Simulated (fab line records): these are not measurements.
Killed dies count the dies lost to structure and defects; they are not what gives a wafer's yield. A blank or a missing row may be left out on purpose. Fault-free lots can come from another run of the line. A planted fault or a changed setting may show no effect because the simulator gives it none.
2 desks looking at one fault || flow gf180mcu || only its own numbers are on each desk; what lay behind them is given at the end

== METROLOGY DESK ==
What the gauges read, lot by lot, whatever tool the lot ran on: means of the sampled wafers that have a number. If a lot's mean is further than 4 standard deviations from the usual mean, the lot is out of limits and carries the mark OUT (the distance appears in the brackets).
Columns: A = CONTACT_W_RS at GF_CONTACT_RS_MEAS_25, usual 0.379 ohm/sq; B = CONTACT_W_THK at GF_CONTACT_THK_MEAS_26, usual 302 nm
{"lot": "L558", "first seen here": "day 17 05:25", "A": 0.382, "B": 302}
{"lot": "L559", "first seen here": "day 17 10:45", "A": 0.371, "B": 308}
{"lot": "L560", "first seen here": "day 17 20:35", "A": 0.380, "B": 301}
{"lot": "L561", "first seen here": "day 18 11:05", "A": 0.377, "B": 305}
{"lot": "L562", "first seen here": "day 18 16:23", "A": 0.375, "B": 307}
{"lot": "L563", "first seen here": "day 19 01:39", "A": 0.372, "B": 308}
{"lot": "L566", "first seen here": "day 19 21:53", "A": "0.336 (-6.3) OUT", "B": "350 (+8.4) OUT"}
{"lot": "L568", "first seen here": "day 20 21:32", "A": "0.339 (-5.8) OUT", "B": "343 (+7.3) OUT"}
{"lot": "L574", "first seen here": "day 23 15:20", "A": 0.383, "B": 297}
{"lot": "L575", "first seen here": "day 23 16:35", "A": 0.377, "B": 301}
{"lot": "L576", "first seen here": "day 23 21:32", "A": 0.378, "B": 302}
Per this desk, out of limits: L566, L568; the first was L566, day 19 21:53 (CONTACT_W_RS at GF_CONTACT_RS_MEAS_25). L558, L559, L560, L561, L562, L563, L574, L575, L576: within limits.

== TOOL OWNER'S DESK, cvd w-01 ==
The tool's own readings at GF_CONTACT_CVD_24 (deposits W, target thk 300 nm, time 90.339 s): means of the sampled wafers that have a number, for each lot that ran on this tool. If a lot's mean is further than 4 standard deviations from the usual mean, the lot is out of limits and carries the mark OUT (the distance appears in the brackets).
Columns: A = heater power outer w at GF_CONTACT_CVD_24, usual 540 W; B = heater power w at GF_CONTACT_CVD_24, usual 918 W
{"lot": "L559", "first seen here": "day 17 10:38", "A": 596, "B": 987}
{"lot": "L562", "first seen here": "day 18 16:17", "A": 602, "B": 991}
{"lot": "L563", "first seen here": "day 19 01:32", "A": 560, "B": 932}
{"lot": "L566", "first seen here": "day 19 21:46", "A": 568, "B": 942}
{"lot": "L568", "first seen here": "day 20 21:26", "A": 614, "B": 998}
{"lot": "L575", "first seen here": "day 23 16:28", "A": 604, "B": 1008}
{"lot": "L576", "first seen here": "day 23 21:26", "A": 617, "B": 1011}
This desk's finding: nothing out of limits on any of the 7 lots.

== BROUGHT TOGETHER ==
On L566, L568, the metrology desk was in a position to raise an alarm at day 19 21:53.
Nothing out of limits was seen by the tool owner's desk.
The tool owner's desk has L566, L568 on record, within its limits.
Of the lots named, all ran GF_CONTACT_CVD_24 on cvd w-01.

== WHAT THE SIMULATOR HAD PUT IN ==
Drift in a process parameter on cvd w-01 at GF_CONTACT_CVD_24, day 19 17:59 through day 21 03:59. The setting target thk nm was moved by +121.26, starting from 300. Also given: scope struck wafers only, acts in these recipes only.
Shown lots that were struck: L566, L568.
Delay in hours, fault start to first out-of-limits reading, per desk: metrology desk 4.
